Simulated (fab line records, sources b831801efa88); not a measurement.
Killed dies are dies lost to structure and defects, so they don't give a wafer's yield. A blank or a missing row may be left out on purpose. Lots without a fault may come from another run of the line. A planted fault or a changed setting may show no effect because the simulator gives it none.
Which tool did it? | flow sky130 | 24 lots, 72 wafers sampled, at 5 steps of a route of 708

WHAT THE GAUGES READ, wafer by wafer
SKY_POLY_GATE_THK_MEAS_04. Usual: POLY_GATE_CVD_03_THK 75.0 nm, standard deviation 0.71.
lot  | measured     | on            | POLY_GATE_CVD_03_THK (nm) | flag
L074 | day 15 08:12 | film_metro-03 | 76.3 76.4 76.0            |
L075 | day 15 15:53 | film_metro-02 | 75.3 75.4 75.4            |
L076 | day 16 01:17 | film_metro-04 | 75.0 76.3 76.0            |
L077 | day 16 03:25 | film_metro-03 | 75.0 75.0 75.7            |
L079 | day 16 11:52 | film_metro-03 | 75.1 75.7 75.5            |
L078 | day 16 21:01 | film_metro-04 | 75.5 75.5 75.7            |
L080 | day 17 08:07 | film_metro-02 | 73.9 73.9 73.3            |
L081 | day 17 19:22 | film_metro-03 | 75.1 75.3 75.2            |
L083 | day 18 20:05 | film_metro-03 | 74.9 74.5 75.2            |
L082 | day 18 20:05 | film_metro-02 | 74.3 74.4 74.5            |
L084 | day 19 08:56 | film_metro-03 | 74.0 73.9 74.3            |
L087 | day 24 03:43 | film_metro-03 | 74.9 74.9 75.1            |
L089 | day 24 03:43 | film_metro-02 | 74.8 74.8 74.9            |
L086 | day 24 03:46 | film_metro-03 | 74.0 73.7 74.0            |
L093 | day 24 03:47 | film_metro-02 | 75.3 75.5 75.7            |
L095 | day 24 03:50 | film_metro-02 | 74.3 74.7 74.4            |
L085 | day 24 03:50 | film_metro-04 | 74.3 74.4 75.3            |
L088 | day 24 03:51 | film_metro-03 | 75.8 76.0 75.4            |
L090 | day 24 03:53 | film_metro-03 | 75.3 74.9 74.7            |
L091 | day 24 03:55 | film_metro-04 | 75.1 75.5 76.0            |
L094 | day 24 03:58 | film_metro-03 | 74.3 73.7 74.2            |
L097 | day 24 03:58 | film_metro-02 | 75.2 75.8 75.5            |
L092 | day 24 03:58 | film_metro-04 | 75.4 75.1 75.2            |
L096 | day 24 04:01 | film_metro-04 | 76.1 75.5 75.9            |

SKY_SD_P_OVL_MEAS_08. Usual: SD_P_OVL 0.5 nm, standard deviation 1.3.
lot  | measured     | on         | SD_P_OVL (nm)  | flag
L074 | day 26 18:51 | overlay-01 | 0.5 -0.6 1.0   |
L075 | day 26 18:04 | overlay-01 | -0.7 0.6 -0.8  |
L076 | day 26 19:49 | overlay-02 | -0.8 0.4 0.7   |
L077 | day 26 19:34 | overlay-02 | -2.9 -2.2 -0.3 |
L079 | day 26 19:18 | overlay-02 | -1.1 -1.8 0.3  |
L078 | day 26 19:58 | overlay-01 | 1.7 0.4 0.4    |
L080 | day 26 20:36 | overlay-01 | -0.9 -0.4 -0.5 |
L081 | day 27 03:51 | overlay-02 | 0.9 -1.1 0.8   |
L083 | day 28 09:03 | overlay-02 | 2.8 1.2 1.2    |
L082 | day 28 06:34 | overlay-01 | 2.2 -0.6 1.3   |
L084 | day 28 18:13 | overlay-02 | 0.4 2.0 1.8    |
L087 | day 33 18:31 | overlay-01 | 0.2 0.4 -0.6   |
L089 | day 33 18:49 | overlay-02 | 0.2 1.4 -0.8   |
L086 | day 33 17:42 | overlay-01 | 1.0 1.8 1.9    |
L093 | day 33 19:06 | overlay-01 | 0.7 1.8 0.4    |
L095 | day 33 20:36 | overlay-02 | 3.8 1.0 2.5    |
L085 | day 33 19:25 | overlay-02 | -0.5 -0.3 -0.6 |
L088 | day 33 19:07 | overlay-02 | 1.0 -0.2 2.0   |
L090 | day 33 21:43 | overlay-02 | 1.3 1.3 0.6    |
L091 | day 33 21:07 | overlay-01 | -1.0 -0.5 1.2  |
L094 | day 33 22:07 | overlay-01 | 0.2 0.5 -0.4   |
L097 | day 33 22:31 | overlay-01 | -0.1 1.1 0.4   |
L092 | day 34 02:19 | overlay-01 | 1.8 -0.4 1.4   |
L096 | day 33 22:25 | overlay-01 | -0.2 0.7 0.8   |

SKY_LI_CONTACT_CD_MEAS_12: target cd 170 nm. Usual: cd_nm 170.1 nm, standard deviation 1.7.
lot  | measured     | on        | cd_nm (nm)        | flag
L074 | day 30 08:38 | cd_sem-02 | 169.9 168.7 168.7 |
L075 | day 30 08:17 | cd_sem-02 | 170.6 172.2 172.3 |
L076 | day 30 10:33 | cd_sem-02 | 167.6 169.2 169.9 |
L077 | day 30 10:04 | cd_sem-02 | 167.1 168.4 170.3 |
L079 | day 30 09:35 | cd_sem-01 | 171.1 170.7 171.8 |
L078 | day 30 11:05 | cd_sem-02 | 171.8 171.0 171.4 |
L080 | day 30 11:05 | cd_sem-01 | 169.0 170.5 169.4 |
L081 | day 30 16:08 | cd_sem-01 | 168.4 169.1 168.2 |
L083 | day 31 22:05 | cd_sem-01 | 167.4 168.5 167.5 |
L082 | day 31 20:00 | cd_sem-01 | 168.7 168.0 169.0 |
L084 | day 32 06:54 | cd_sem-02 | 170.5 171.2 171.1 |
L087 | day 37 01:09 | cd_sem-02 | 168.9 171.0 169.8 |
L089 | day 37 01:17 | cd_sem-02 | 172.1 171.9 171.2 |
L086 | day 36 23:50 | cd_sem-02 | 166.4 167.2 166.9 |
L093 | day 37 01:29 | cd_sem-01 | 169.2 169.7 170.7 |
L095 | day 37 03:50 | cd_sem-01 | 172.0 172.1 172.5 |
L085 | day 37 03:09 | cd_sem-02 | 171.1 171.5 170.9 |
L088 | day 37 01:52 | cd_sem-02 | 170.7 170.3 170.5 |
L090 | day 37 05:02 | cd_sem-02 | 172.4 171.9 172.4 |
L091 | day 37 04:08 | cd_sem-01 | 168.8 170.7 170.2 |
L094 | day 37 05:55 | cd_sem-02 | 169.9 171.5 170.9 |
L097 | day 37 07:05 | cd_sem-01 | 170.8 172.7 173.5 |
L092 | day 37 09:35 | cd_sem-02 | 169.5 169.0 169.5 |
L096 | day 37 06:46 | cd_sem-01 | 172.1 172.8 172.2 |

WHICH TOOL RAN EACH LOT (tool, then ch and the chambers of the sampled wafers, then the start)
lot  | SKY_RES_XHIGH_STRIP_08               | SKY_LI_CONTACT_CMP_02
L074 | plasma_asher-02 ch 0, day 27 23:44   | cmp-01 ch 0,1, day 29 04:35
L075 | plasma_asher-02 ch 0,1, day 27 23:14 | cmp-01 ch 0,1,3, day 29 04:17
L076 | plasma_asher-01 ch 0,1, day 28 00:38 | cmp-02 ch 0,1, day 29 05:49
L077 | plasma_asher-03 ch 0,1, day 28 00:22 | cmp-01 ch 2,3, day 29 05:32
L079 | plasma_asher-01 ch 0,1, day 28 00:02 | cmp-02 ch 0,2,3, day 29 05:13
L078 | plasma_asher-03 ch 0,1, day 28 00:58 | cmp-01 ch 0,1,3, day 29 06:23
L080 | plasma_asher-03 ch 0,1, day 28 01:20 | cmp-02 ch 0,1,3, day 29 06:43
L081 | plasma_asher-03 ch 0, day 28 07:29   | cmp-02 ch 1,2, day 29 12:34
L083 | plasma_asher-03 ch 0,1, day 29 13:11 | cmp-02 ch 0,2, day 30 18:46
L082 | plasma_asher-02 ch 0,1, day 29 10:41 | cmp-02 ch 0,1,3, day 30 15:49
L084 | plasma_asher-01 ch 0,1, day 29 22:46 | cmp-01 ch 1,2, day 31 02:49
L087 | plasma_asher-03 ch 0,1, day 34 20:08 | cmp-02 ch 2,3, day 35 22:19
L089 | plasma_asher-02 ch 0,1, day 34 20:23 | cmp-01 ch 0,2,3, day 35 22:37
L086 | plasma_asher-02 ch 0,1, day 34 19:14 | cmp-02 ch 0,1,2, day 35 21:01
L093 | plasma_asher-03 ch 0,1, day 34 20:26 | cmp-02 ch 1,2, day 35 22:44
L095 | plasma_asher-02 ch 0,1, day 34 22:38 | cmp-02 ch 0,2, day 36 01:16
L085 | plasma_asher-02 ch 0,1, day 34 21:32 | cmp-01 ch 0,2,3, day 36 00:40
L088 | plasma_asher-02 ch 0,1, day 34 21:16 | cmp-01 ch 0,1,3, day 35 23:37
L090 | plasma_asher-02 ch 0,1, day 34 23:44 | cmp-01 ch 0,1,2, day 36 02:55
L091 | plasma_asher-02 ch 0,1, day 34 22:58 | cmp-01 ch 0,3, day 36 01:55
L094 | plasma_asher-03 ch 0,1, day 35 00:08 | cmp-02 ch 0,2,3, day 36 03:22
L097 | plasma_asher-02 ch 0,1, day 35 00:50 | cmp-02 ch 1,2,3, day 36 04:28
L092 | plasma_asher-03 ch 0,1, day 35 04:49 | cmp-02 ch 0,1,3, day 36 07:37
L096 | plasma_asher-03 ch 0,1, day 35 00:26 | cmp-02 ch 0,1, day 36 04:13
- SKY_RES_XHIGH_STRIP_08: strips in O2/N2.
- SKY_LI_CONTACT_CMP_02: polishes PSG.

WHAT THE TOOLS THEMSELVES READ (means of the sampled wafers that have a number; where no wafer has one, the mark that the record gives instead)
SKY_RES_XHIGH_STRIP_08. Usual: drypump_motor_current_A 5.5 A, standard deviation 0.31; oes_product_au 0.711 a.u., standard deviation 0.0047; strip_time_to_endpoint_s 14.28 s, standard deviation 0.032.
lot  | tool            | drypump_motor_current_A (A) | oes_product_au (a.u.) | strip_time_to_endpoint_s (s) | flag
L074 | plasma_asher-02 | 5.6                         | 0.713                 | 14.26                        |
L075 | plasma_asher-02 | 5.5                         | 0.708                 | 14.29                        |
L076 | plasma_asher-01 | 5.5                         | 0.712                 | 14.26                        |
L077 | plasma_asher-03 | 5.7                         | 0.708                 | 14.33                        |
L079 | plasma_asher-01 | 5.1                         | 0.716                 | 14.28                        |
L078 | plasma_asher-03 | 5.8                         | 0.712                 | 14.31                        |
L080 | plasma_asher-03 | 5.6                         | 0.713                 | 14.29                        |
L081 | plasma_asher-03 | 5.9                         | 0.714                 | 14.30                        |
L083 | plasma_asher-03 | 5.8                         | 0.707                 | 14.28                        |
L082 | plasma_asher-02 | 5.5                         | 0.708                 | 14.23                        |
L084 | plasma_asher-01 | 5.5                         | 0.714                 | 14.27                        |
L087 | plasma_asher-03 | 5.8                         | 0.712                 | 14.26                        |
L089 | plasma_asher-02 | 5.5                         | 0.711                 | 14.27                        |
L086 | plasma_asher-02 | 5.4                         | 0.712                 | 14.27                        |
L093 | plasma_asher-03 | 5.6                         | 0.713                 | 14.33                        |
L095 | plasma_asher-02 | 5.5                         | 0.708                 | 14.21                        |
L085 | plasma_asher-02 | 5.4                         | 0.711                 | 14.28                        |
L088 | plasma_asher-02 | 5.5                         | 0.715                 | 14.23                        |
L090 | plasma_asher-02 | 5.4                         | 0.710                 | 14.27                        |
L091 | plasma_asher-02 | 5.4                         | 0.705                 | 14.30                        |
L094 | plasma_asher-03 | 5.8                         | 0.710                 | 14.25                        |
L097 | plasma_asher-02 | 5.5                         | 0.715                 | 14.25                        |
L092 | plasma_asher-03 | 5.6                         | 0.712                 | 14.32                        |
L096 | plasma_asher-03 | 5.8                         | 0.704                 | 14.27                        |

SKY_LI_CONTACT_CMP_02. Usual: head_pressure_psi 4.000 psi, standard deviation 0.0085; motor_current_A 12.1 A, standard deviation 1.8; retaining_ring_pressure_frac 1.001, standard deviation 0.005; time_to_endpoint_s 34.1 s, standard deviation 2.8.
lot  | tool   | head_pressure_psi (psi) | motor_current_A (A) | retaining_ring_pressure_frac | time_to_endpoint_s (s) | flag
L074 | cmp-01 | 4.003                   | 11.9                | 0.999                        | 34.7                   |
L075 | cmp-01 | 3.993                   | 12.4                | 1.006                        | 33.9                   |
L076 | cmp-02 | 4.010                   | 11.0                | 1.010                        | 31.5                   |
L077 | cmp-01 | 3.998                   | 13.6                | 0.999                        | 32.7                   |
L079 | cmp-02 | 3.998                   | 11.8                | 1.001                        | 33.3                   |
L078 | cmp-01 | 4.000                   | 12.1                | 1.000                        | 35.1                   |
L080 | cmp-02 | 3.992                   | 10.7                | 1.000                        | 32.9                   |
L081 | cmp-02 | 4.006                   | 12.3                | 1.001                        | 35.6                   |
L083 | cmp-02 | 4.003                   | 14.1                | 0.997                        | 34.1                   |
L082 | cmp-02 | 3.993                   | 10.7                | 1.001                        | 32.7                   |
L084 | cmp-01 | 4.000                   | 12.4                | 1.003                        | 28.2                   |
L087 | cmp-02 | 4.003                   | 11.5                | 0.998                        | 36.7                   |
L089 | cmp-01 | 4.006                   | 12.6                | 0.998                        | 32.1                   |
L086 | cmp-02 | 4.010                   | 12.4                | 1.003                        | 37.4                   |
L093 | cmp-02 | 4.009                   | 12.2                | 0.998                        | 37.4                   |
L095 | cmp-02 | 3.999                   | 13.3                | 1.000                        | 35.8                   |
L085 | cmp-01 | 3.994                   | 12.6                | 0.998                        | 32.4                   |
L088 | cmp-01 | 4.005                   | 12.4                | 1.002                        | 36.6                   |
L090 | cmp-01 | 3.987                   | 11.6                | 0.999                        | 31.5                   |
L091 | cmp-01 | 3.999                   | 11.6                | 1.007                        | 34.5                   |
L094 | cmp-02 | 4.004                   | 11.9                | 0.999                        | 31.7                   |
L097 | cmp-02 | 4.001                   | 12.0                | 1.006                        | 33.8                   |
L092 | cmp-02 | 3.998                   | 10.5                | 1.000                        | 37.1                   |
L096 | cmp-02 | 4.002                   | 11.3                | 1.000                        | 34.4                   |

THE ANSWER, worked out from the rows above alone
Rule: a lot is off if the mean of its wafers that have a number lies more than 3 standard deviations from the usual mean. A lot without any number at a reading at which 4 lots or more have one is off too. The other lots that the step has rows for count as sound. The gauges are gone through in route order, then the tools' own readings, and for those a lot's mean is taken as printed above. The first step at which some lot is off is used, and at that step the reading that is off furthest; a lot without a number counts as furthest.
No lot is off at any reading shown: from this, nothing can be told.

WHAT THE SIMULATOR HAD PUT IN
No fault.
